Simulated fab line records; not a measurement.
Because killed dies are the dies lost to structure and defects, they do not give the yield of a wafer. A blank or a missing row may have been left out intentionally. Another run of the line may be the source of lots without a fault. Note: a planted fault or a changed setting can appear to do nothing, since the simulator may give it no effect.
Which tool is to blame? | flow gf180mcu | Sampling: 6 lots, 18 wafers, 2 of 602 route steps

## WHAT EACH GAUGE READ, for each wafer
GF_V5_CD_MEAS_14: target cd 260 nm.
lot  | measured     | on        | cd_nm (nm)
L622 | day 27 18:53 | cd_sem-01 | 258.7 257.7 259.5
L626 | day 29 04:19 | cd_sem-01 | 261.0 259.7 260.2
L628 | day 29 17:00 | cd_sem-02 | 261.9 261.3 261.5
L631 | day 30 19:10 | cd_sem-01 | 259.0 260.0 259.1
L638 | day 32 11:07 | cd_sem-02 | 271.9 272.0 271.2
L640 | day 32 18:33 | cd_sem-01 | 259.5 260.2 260.4

## EACH LOT AND THE TOOL THAT RAN IT (in order: tool; ch and the chambers of the sampled wafers; start)
lot  | GF_V5_EXPOSE_11
L622 | krf_scanner-01 ch 0, day 27 09:02
L626 | krf_scanner-01 ch 0, day 28 19:08
L628 | krf_scanner-01 ch 0, day 29 08:30
L631 | krf_scanner-02 ch 0, day 30 10:19
L638 | krf_scanner-02 ch 0, day 32 03:26
L640 | krf_scanner-01 ch 0, day 32 10:12
- GF_V5_EXPOSE_11: exposes mask Via5, target cd 260 nm.

## THE ANSWER, worked out from the rows above alone
Rule: usual is defined by the lots themselves. Put in order of their means at a reading, lots are off if they are a third of the lots or fewer, leave a main group of 4 or more, and stand apart from it by a gap of 3 or more times the standard deviation of the main group's means; of several such gaps the widest counts. A main group whose means are all the same, to the digits that the tables above print for the reading, isn't used. A lot without any number at a reading at which 4 lots or more have one is off too. Where the step has rows for the other lots, those lots are counted as sound.
Off: L638 (GF_V5_CD_MEAS_14, cd_nm). For the main group the mean is 260.0 nm and the standard deviation 0.98.
A tool fits if, at a process step before that reading, it ran every lot that is off, and no sound lot after the first of them. Gauges at GF_V5_CD_MEAS_14: tried the same way as those tools. Undecided on this evidence; 2 tools fit (krf_scanner-02 at GF_V5_EXPOSE_11, cd_sem-02 at GF_V5_CD_MEAS_14).

## WHAT HAD BEEN PUT IN BY THE SIMULATOR
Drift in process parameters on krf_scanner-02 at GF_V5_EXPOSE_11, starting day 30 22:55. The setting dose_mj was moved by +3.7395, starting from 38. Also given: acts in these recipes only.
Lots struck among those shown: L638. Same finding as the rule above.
